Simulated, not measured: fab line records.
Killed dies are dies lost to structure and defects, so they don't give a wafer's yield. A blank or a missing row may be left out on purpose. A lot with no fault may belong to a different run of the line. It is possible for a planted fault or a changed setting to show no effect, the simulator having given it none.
fab line records    flow sky130
record lots=5  wafers=15  last-day=50
route steps=708 shown VIA3@575 PAD_OPEN@708
lots with no fault: from the same line, run without faults
start-h: hours from the record's first day to the start of the lot's first wafer shown    wait-h: hours since the lot's step before    " unchanged from the row above    L1.1+2: several wafers, shown together as one row    - no value, or no start given    * or withheld: withheld    < > ~ a bound
route shown NAME@n: NAME is a module with steps in the file, n the number in the route of the first one    usual: average and standard deviation across the fault-free wafers    same: alike in all rows    chamber/n: place in a boat    sites: per-site readings    _std_site: how widely they spread, as a standard deviation    _edge_site: the outer-site mean with the inner-site mean subtracted    radius-mm: for every site, how far away it sits from the centre of the wafer    mask NAME#n: copy n    behind: the most recent tool/chamber to have shaped the wafer    hold: the reason the lot was held/the length of the hold in hours/how it ended    device: which transistor (n, p or np) failed to switch    end of line: the same wafers' tests at the end of the route    for a step that has no rows: nothing shown but its recipe    killed: dies that structure and defects cost at the first sort, which is not the same as the wafer's yield    map: dies across one wafer; x = killed, . = not, _ = none there
set.NAME: setting as actually run; set.NAME@STEP: the setting as run at that earlier step    model.NAME: the simulator's own value behind a step, which no gauge read
lots at selected steps of the route; one table per step, one row per wafer
services: a tool's chamber out of use, with start hour (start-h, from the record's first day; less than 0 if before it), hours out, and reason
## steps
# step SKY_VIA3_CMP_02
# recipe material=SiO2  down-force-psi=4  platen-rpm=60  pad-velocity-m-s=0.94248
# usual motor-current-A=11.8/1.3  retaining-ring-pressure-frac=1.000/0.0047
lot.wafer  tool    chamber  start-h  wait-h  motor-current-A  retaining-ring-pressure-frac
L210.4     cmp-01  2        903.97   0.1     11.0             1.001
L210.2     "       3        "        "       10.8             1.006
L210.5     "       2        "        "       11.6             1.000
L215.3     cmp-01  1        938.21   0.1     13.2             0.998
L215.5     "       0        "        "       10.0             1.011
L215.6     "       1        "        "       13.2             0.996
L228.1     cmp-01  3        1024.13  0.1     11.2             0.995
L228.3     "       0        "        "       9.9              1.001
L228.2     "       1        "        "       13.9             1.003
L230.3     cmp-01  1        1037.67  0.0     14.2             0.999
L230.4     "       3        "        "       10.6             1.003
L230.6     "       1        "        "       13.8             0.993
L231.2     cmp-01  0        1045.34  0.1     10.6             0.998
L231.1     "       2        "        "       11.8             0.998
L231.5     "       0        "        "       10.9             0.997
# step SKY_VIA3_BOW_MEAS_03
# recipe mode=bow
# usual VIA3_BOW=78/8.1
lot.wafer  tool           chamber  start-h  wait-h  VIA3_BOW[um]
L210.2     film-metro-02  -        904.24   0.2     75
L210.4     "              -        "        "       81
L210.5     "              -        "        "       77
L215.3     film-metro-01  -        938.50   0.2     98
L215.5     "              -        "        "       87
L215.6     "              -        "        "       80
L228.1     film-metro-02  -        1024.38  0.2     54
L228.2     "              -        "        "       60
L228.3     "              -        "        "       60
L230.3     film-metro-03  -        1038.01  0.3     76
L230.4     "              -        "        "       72
L230.6     "              -        "        "       80
L231.1     film-metro-03  -        1045.59  0.1     76
L231.2     "              -        "        "       68
L231.5     "              -        "        "       73
# step SKY_VIA3_DEHYDRATE_04
# recipe temp-c=200  time-s=60
# step SKY_VIA3_HMDS_05
# recipe prime-time-s=60  prime-temp-c=120
# step SKY_VIA3_COAT_06
# recipe resist=BARC  temp-c=withheld  time-s=withheld  spin-rpm=3000  resist-thk-nm=60
# step SKY_VIA3_COAT_07
# recipe resist=KrF-thick  spin-rpm=3000  resist-thk-nm=450
# step SKY_VIA3_SOFTBAKE_08
# recipe temp-c=100  time-s=90  resist=KrF-thick
# step SKY_VIA3_EXPOSE_09
# recipe mask-id=VIM3  na=0.8  source-shape=annular  sigma-inner=0.55  sigma-outer=0.85  target-cd-nm=200  dose-mj=38
# step SKY_VIA3_PEB_10
# recipe peb-temp-c=withheld  peb-time-s=withheld  resist=KrF-thick
# step SKY_VIA3_DEVELOP_11
# recipe develop-time-s=60  resist=KrF-thick  dev-temp-c=21
# step SKY_VIA3_CD_MEAS_12
# recipe target-cd-nm=200
# usual cd-nm=200.2/1.3
lot.wafer  tool       chamber  start-h  wait-h  cd-nm
L210.2     cd-sem-01  -        928.51   -       200.4
L210.4     "          -        "        "       201.3
L210.5     "          -        "        "       200.5
L215.3     cd-sem-02  -        962.77   -       201.9
L215.5     "          -        "        "       201.7
L215.6     "          -        "        "       202.2
L228.1     cd-sem-02  -        1046.53  -       200.4
L228.2     "          -        "        "       200.1
L228.3     "          -        "        "       200.6
L230.3     cd-sem-01  -        1060.22  -       199.7
L230.4     "          -        "        "       199.7
L230.6     "          -        "        "       201.1
L231.1     cd-sem-01  -        1066.89  -       199.5
L231.2     "          -        "        "       199.7
L231.5     "          -        "        "       200.5
# step SKY_VIA3_OVL_MEAS_13
# usual VIA3_OVL=4/5
lot.wafer  tool        chamber  start-h  wait-h  VIA3_OVL[nm]
L210.2     overlay-01  -        928.61   0.1     4
L210.4     "           -        "        "       4
L210.5     "           -        "        "       9
L215.3     overlay-02  -        962.86   0.1     14
L215.5     "           -        "        "       9
L215.6     "           -        "        "       2
L228.1     overlay-01  -        1046.65  0.1     12
L228.2     "           -        "        "       6
L228.3     "           -        "        "       6
L230.3     overlay-01  -        1060.31  0.1     6
L230.4     "           -        "        "       6
L230.6     "           -        "        "       7
L231.1     overlay-01  -        1067.01  0.1     5
L231.2     "           -        "        "       -2
L231.5     "           -        "        "       1
# step SKY_VIA3_ETCH_14
# recipe chemistry=N2/H2  target=BARC  ion-energy-ev=200  source-w=500  bias-w=100  pressure-mtorr=30  n2-flow-sccm=100  h2-flow-sccm=200  stop-on=SiO2  time-s=45.9  target-depth-a=600
# usual bias-w=99.99/0.28  drypump-motor-current-A=5.6/0.42  oes-product-au=0.856/0.0046  rf-fwd-power-W=495.0/2.1  throttle-valve-pct=13.225/0.0087
lot.wafer  tool         chamber  start-h  wait-h  bias-w  drypump-motor-current-A  oes-product-au  rf-fwd-power-W  rf-hours-counter-h  throttle-valve-pct
L210.2     rie-diel-04  0        928.64   0.0     99.88   5.3                      0.863           496.6           11                  13.208
L210.4     "            1        "        "       100.13  5.8                      0.848           495.3           8                   13.220
L210.5     "            1        "        "       100.02  5.7                      0.858           496.3           -                   13.220
L215.3     rie-diel-03  0        962.88   0.0     90.16   5.7                      0.858           491.7           1                   13.221
L215.5     "            1        "        "       99.87   5.0                      0.855           494.8           -                   13.222
L215.6     "            2        "        "       99.63   5.4                      0.847           496.6           -                   13.219
L228.1     rie-diel-03  1        1046.68  0.0     99.48   5.1                      0.852           498.4           23                  13.232
L228.2     "            3        "        "       100.07  6.5                      0.854           494.6           23                  13.245
L228.3     "            0        "        "       99.94   5.7                      0.853           490.6           4                   13.223
L230.3     rie-diel-03  1        1060.33  0.0     100.10  5.0                      0.856           494.7           23                  13.220
L230.4     "            3        "        "       99.98   6.5                      0.862           495.5           24                  13.223
L230.6     "            0        "        "       99.85   5.7                      0.858           488.4           -                   13.223
L231.1     rie-diel-02  1        1067.05  0.0     100.21  5.5                      0.857           496.1           14                  13.221
L231.2     "            2        "        "       99.77   6.0                      0.850           492.4           6                   13.233
L231.5     "            1        "        "       99.71   5.5                      0.859           497.6           -                   13.226
# step SKY_VIA3_ETCH_15
# recipe target=SiO2  chemistry=C4F8/O2/Ar  target-depth-nm=507  stop-on=TiN  mask-material=KrF-thick  source-w=1500  bias-w=1200  pressure-mtorr=40  c4f8-flow-sccm=withheld  O2_flow_sccm=6  Ar_flow_sccm=300  time-s=78
# usual bias-w=1200/3.7  oes-product-au=0.937/0.0049  rf-fwd-power-W=1489/6.2
lot.wafer  tool         chamber  start-h  wait-h  bias-w  oes-product-au  rf-fwd-power-W  rf-hours-counter-h
L210.2     rie-diel-04  0        928.69   0.0     1201    0.933           1486            11
L210.4     "            1        "        "       1196    0.941           1490            8
L210.5     "            1        "        "       1196    0.943           1493            -
L215.3     rie-diel-03  0        962.92   0.0     1204    0.933           1477            1
L215.5     "            1        "        "       1197    0.937           1486            -
L215.6     "            2        "        "       1209    0.933           1486            -
L228.1     rie-diel-03  1        1046.73  0.0     1198    0.936           1498            23
L228.2     "            3        "        "       1200    0.937           1483            23
L228.3     "            0        "        "       1206    0.941           1481            4
L230.3     rie-diel-03  1        1060.38  0.0     1202    0.940           1495            23
L230.4     "            3        "        "       1205    0.927           1498            24
L230.6     "            0        "        "       1200    0.936           1477            -
L231.1     rie-diel-02  1        1067.09  0.0     1195    0.936           1490            14
L231.2     "            2        "        "       1192    0.933           1489            6
L231.5     "            1        "        "       1198    0.945           1494            -
# step SKY_PAD_OPEN_PROBE_99
# usual defect-limited-yield=82.6/1.9  killed_at_M0_to_M3=43/7.7  killed_at_M4_up=2.9/1.7  killed-at-contacts=24/5.5  killed-at-front-end=15/4  killed-at-other=0.4/0.66  killed-dies=86/9.4  killed-open=47/6.7  killed-short=38/6.2  sort_bin_3_pad_short=0.8/0.42  sort_bin_5_function=10.3/1.5  sort_bin_6_memory=6.4/1.1  sort-n-pass=406/9.4  sort-yield-pct=82.6/1.9
# same gross-dies=492  killed-at-back-side=0  sort_bin_4_leakage[%]=0  sort_bin_8_speed[%]=0
lot.wafer  tool       chamber  start-h  wait-h  defect-limited-yield[%]  killed_at_M0_to_M3  killed_at_M4_up  killed-at-contacts  killed-at-front-end  killed-at-other  killed-dies  killed-open  killed-short  sort_bin_3_pad_short[%]  sort_bin_5_function[%]  sort_bin_6_memory[%]  sort-n-pass  sort-yield-pct[%]
L210.2     prober-02  -        1074.36  0.1     82.7                     53                  3                19                  10                   0                85           50           35            0                        11.6                    5.7                   407          82.7
L210.4     prober-02  -        1074.46  0.2     80.9                     53                  3                24                  14                   0                94           50           43            1.2                      10.6                    7.3                   398          80.9
L210.5     prober-02  -        1074.51  0.2     80.1                     51                  2                31                  14                   0                98           51           47            1.0                      11.6                    7.3                   394          80.1
L215.3     prober-01  -        1105.76  0.2     82.3                     57                  5                13                  12                   0                87           52           35            0.6                      8.7                     8.3                   405          82.3
L215.5     prober-01  -        1105.86  0.2     81.7                     40                  3                27                  18                   2                90           54           36            0.4                      11.8                    6.1                   402          81.7
L215.6     prober-01  -        1105.91  0.2     82.1                     34                  4                23                  27                   0                88           46           41            0.2                      11.0                    6.7                   404          82.1
L228.1     prober-02  -        1172.45  0.1     82.5                     43                  1                29                  13                   0                86           48           38            0.8                      10.2                    6.5                   406          82.5
L228.2     prober-02  -        1172.50  0.1     83.3                     48                  2                21                  10                   1                82           46           35            0.6                      11.0                    5.1                   410          83.3
L228.3     prober-02  -        1172.55  0.2     81.7                     60                  1                15                  12                   2                90           45           44            0.4                      9.6                     8.3                   402          81.7
L230.3     prober-02  -        1183.77  0.2     84.3                     32                  2                27                  16                   0                77           50           27            0.4                      9.1                     6.1                   415          84.3
L230.4     prober-02  -        1183.82  0.2     83.7                     47                  3                14                  15                   1                80           43           36            0.8                      8.9                     6.5                   412          83.7
L230.6     prober-02  -        1183.92  0.2     86.0                     36                  2                24                  7                    0                69           41           27            0.8                      8.9                     4.3                   423          86.0
L231.1     prober-01  -        1188.46  0.1     86.2                     37                  3                17                  11                   0                68           26           42            1.4                      6.3                     6.1                   424          86.2
L231.2     prober-01  -        1188.51  0.1     83.3                     47                  3                21                  11                   0                82           41           41            0.6                      11.0                    5.1                   410          83.3
L231.5     prober-01  -        1188.66  0.2     86.8                     29                  1                18                  17                   0                65           37           28            0.6                      7.9                     4.7                   427          86.8
# killed by level:class
L210.2 VIA1:geometric-particle:open=15 CONTACT:geometric-particle:open=11 VIA3:geometric-particle:open=9 METAL2:geometric-particle:short=8 METAL1:geometric-particle:short=5 CONTACT:geometric-particle:short=4 VIA1:geometric-particle:short=4 VIA2:geometric-particle:open=4
L210.4 VIA1:geometric-particle:open=18 LI_CONTACT:geometric-particle:open=11 VIA1:geometric-particle:short=9 CONTACT:geometric-particle:open=7 METAL2:geometric-particle:short=5 FIELD_ISO:geometric-particle:short=4 POLY_GATE:geometric-particle:short=4 METAL3:geometric-particle:short=4
L210.5 CONTACT:geometric-particle:short=10 LI_CONTACT:geometric-particle:open=9 CONTACT:geometric-particle:open=8 VIA1:geometric-particle:short=8 VIA1:geometric-particle:open=7 METAL2:geometric-particle:short=7 FIELD_ISO:geometric-particle:open=5 METAL1:geometric-particle:short=5
L215.3 VIA1:geometric-particle:open=16 VIA3:geometric-particle:open=9 VIA2:geometric-particle:open=7 LOCAL_INTERCONNECT:geometric-particle:short=5 VIA1:geometric-particle:short=5 FIELD_ISO:geometric-particle:open=4 POLY_GATE:geometric-particle:open=4 METAL2:geometric-particle:short=4
L215.5 VIA1:geometric-particle:open=14 CONTACT:geometric-particle:open=9 VIA2:geometric-particle:open=8 POLY_GATE:geometric-particle:open=6 LOCAL_INTERCONNECT:geometric-particle:short=6 VIA3:geometric-particle:open=6 POLY_GATE:geometric-particle:short=5 FIELD_ISO:geometric-particle:open=4
L215.6 CONTACT:geometric-particle:open=12 FIELD_ISO:geometric-particle:open=9 VIA3:geometric-particle:open=8 POLY_GATE:geometric-particle:short=6 VIA1:geometric-particle:short=6 VIA1:geometric-particle:open=6 FIELD_ISO:geometric-particle:short=5 POLY_GATE:geometric-particle:open=5
L228.1 VIA1:geometric-particle:open=14 LI_CONTACT:geometric-particle:open=10 CONTACT:geometric-particle:short=8 CONTACT:geometric-particle:open=6 VIA2:geometric-particle:open=6 FIELD_ISO:geometric-particle:open=5 METAL2:geometric-particle:short=5 POLY_GATE:geometric-particle:short=4
L228.2 VIA1:geometric-particle:open=16 VIA1:geometric-particle:short=7 LI_CONTACT:geometric-particle:open=6 CONTACT:geometric-particle:open=6 METAL1:geometric-particle:short=5 METAL2:geometric-particle:short=5 VIA2:geometric-particle:open=4 VIA3:geometric-particle:short=4
L228.3 VIA2:geometric-particle:open=10 METAL2:geometric-particle:short=8 VIA3:geometric-particle:open=7 METAL1:geometric-particle:short=7 VIA1:geometric-particle:short=6 CONTACT:geometric-particle:open=6 VIA1:geometric-particle:open=6 POLY_GATE:geometric-particle:short=5
L230.3 CONTACT:geometric-particle:open=12 VIA1:geometric-particle:open=9 VIA3:geometric-particle:open=6 VIA2:geometric-particle:open=4 LI_CONTACT:geometric-particle:open=4 LOCAL_INTERCONNECT:geometric-particle:short=4 CONTACT:geometric-particle:short=4 METAL1:geometric-particle:short=4
L230.4 VIA1:geometric-particle:open=13 FIELD_ISO:geometric-particle:open=6 METAL1:geometric-particle:short=6 LI_CONTACT:geometric-particle:open=5 LOCAL_INTERCONNECT:geometric-particle:short=4 VIA1:geometric-particle:short=4 VIA2:geometric-particle:open=4 VIA3:geometric-particle:open=4
L230.6 VIA1:geometric-particle:open=12 CONTACT:geometric-particle:open=9 VIA2:geometric-particle:open=7 LOCAL_INTERCONNECT:geometric-particle:short=6 LI_CONTACT:geometric-particle:open=5 METAL2:geometric-particle:short=5 FIELD_ISO:geometric-particle:short=2 SPACER:geometric-particle:open=2
L231.1 METAL2:geometric-particle:short=7 VIA2:geometric-particle:open=6 VIA1:geometric-particle:short=5 CONTACT:geometric-particle:open=5 POLY_GATE:geometric-particle:short=4 LI_CONTACT:geometric-particle:open=4 CONTACT:geometric-particle:short=4 VIA2:geometric-particle:short=4
L231.2 VIA3:geometric-particle:open=10 VIA1:geometric-particle:open=9 CONTACT:geometric-particle:open=7 LI_CONTACT:geometric-particle:open=5 LOCAL_INTERCONNECT:geometric-particle:short=5 METAL1:geometric-particle:short=5 VIA3:geometric-particle:short=5 FIELD_ISO:geometric-particle:open=4
L231.5 CONTACT:geometric-particle:open=7 LOCAL_INTERCONNECT:geometric-particle:short=6 VIA1:geometric-particle:open=6 VIA3:geometric-particle:open=6 FIELD_ISO:geometric-particle:open=5 METAL2:geometric-particle:short=5 VIA2:geometric-particle:open=4 FIELD_ISO:geometric-particle:short=3
## services
tool         chamber  start-h  hours  kind
cmp-01       -        881.93   1.3    repair
cmp-01       -        884.84   5.6    pm
rie-diel-03  1        895.51   5.1    repair
rie-diel-03  0        900.06   8.6    repair
rie-diel-04  0        901.71   4.2    repair
rie-diel-03  1        909.86   4.5    repair
cmp-01       -        912.25   4.0    pm
cmp-01       -        916.25   -      consumable-replace:conditioner
cmp-01       -        916.25   -      consumable-replace:pad
rie-diel-03  0        919.37   7.1    repair
rie-diel-02  0        932.67   7.7    repair
rie-diel-02  3        946.91   17.9   repair
rie-diel-02  2        956.37   7.5    repair
rie-diel-04  3        964.89   4.4    repair
rie-diel-04  0        968.39   3.0    repair
cmp-01       -        969.72   2.8    repair
rie-diel-03  -        970.05   15.6   pm
rie-diel-04  0        978.14   6.9    repair
rie-diel-03  0        992.14   5.8    repair
cmp-01       -        1014.59  0.3    repair
rie-diel-04  1        1023.51  8.9    repair
rie-diel-02  -        1038.46  0.5    repair
rie-diel-02  -        1040.64  1.9    repair
rie-diel-03  3        1061.86  5.4    repair
## key
first-sign step=SKY_VIA3_ETCH_14  reading=bias-w  direction=down  sigmas=36  usual=99.99  struck=90.16
effect none on later readings
met-at SKY_VIA3_ETCH_14
struck-wafers L215.3
fault kind=process-parameter-drift  tool=rie-diel-03  chamber=0  onset-h=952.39  steps=SKY_VIA3_ETCH_14  channel=bias-w  offset=-9.9128  shape=step  end-h=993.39  acts-in=these-recipes-only  stated=100
